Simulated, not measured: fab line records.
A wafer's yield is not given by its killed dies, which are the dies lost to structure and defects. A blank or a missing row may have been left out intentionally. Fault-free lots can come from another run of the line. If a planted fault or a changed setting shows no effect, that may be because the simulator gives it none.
Which tool is to blame? :: flow gf180mcu :: 6 lots with 17 wafers sampled at 2 steps, on a route of 602 steps

== WHAT EACH GAUGE READ, for each wafer ==
GF_HV_LDD_CD_MEAS_19: target cd 400 nm.
lot: L524
measured: day 11 07:55
on: cd sem-01
cd nm (nm): 401.2 401.0 400.3

lot: L527
measured: day 12 16:47
on: cd sem-01
cd nm (nm): 400.4 399.4 402.4

lot: L535
measured: day 14 23:02
on: cd sem-01
cd nm (nm): 401.5 397.4

lot: L538
measured: day 15 23:10
on: cd sem-01
cd nm (nm): 402.2 401.0 403.1

lot: L542
measured: day 17 01:04
on: cd sem-02
cd nm (nm): 399.7 401.7 402.6

lot: L546
measured: day 18 08:10
on: cd sem-01
cd nm (nm): 399.4 399.4 400.4

== EACH LOT AND THE TOOL THAT RAN IT (in order: tool; ch and the chambers of the sampled wafers; start) ==
lot: L524
GF_HV_LDD_STRIP_10: plasma asher-03 ch 0,1, day 10 13:45

lot: L527
GF_HV_LDD_STRIP_10: plasma asher-02 ch 0,1, day 11 20:56

lot: L535
GF_HV_LDD_STRIP_10: plasma asher-03 ch 0,1, day 14 01:27

lot: L538
GF_HV_LDD_STRIP_10: plasma asher-02 ch 0,1, day 15 00:15

lot: L542
GF_HV_LDD_STRIP_10: plasma asher-03 ch 0,1, day 16 02:08

lot: L546
GF_HV_LDD_STRIP_10: plasma asher-01 ch 0, day 17 08:54
- GF_HV_LDD_STRIP_10: strips in O2/N2.

== THE ANSWER, worked out from the rows above alone ==
Rule: usual is defined by the lots themselves. The widest of any qualifying gaps counts: lots, ordered by their means at a reading, are off when they make up no more than a third of the lots, leave a main group of 4 or more, and stand apart from it by 3 or more times the standard deviation of that group's means. The tables above print the reading to a certain number of digits; a main group whose means all agree to those digits is not used. Also off: a lot with no number at a reading for which 4 or more lots have one. Any other lot the step has rows for is counted as sound.
No lot is off on any of the readings shown, so nothing can be concluded from this.

== WHAT THE SIMULATOR PUT IN ==
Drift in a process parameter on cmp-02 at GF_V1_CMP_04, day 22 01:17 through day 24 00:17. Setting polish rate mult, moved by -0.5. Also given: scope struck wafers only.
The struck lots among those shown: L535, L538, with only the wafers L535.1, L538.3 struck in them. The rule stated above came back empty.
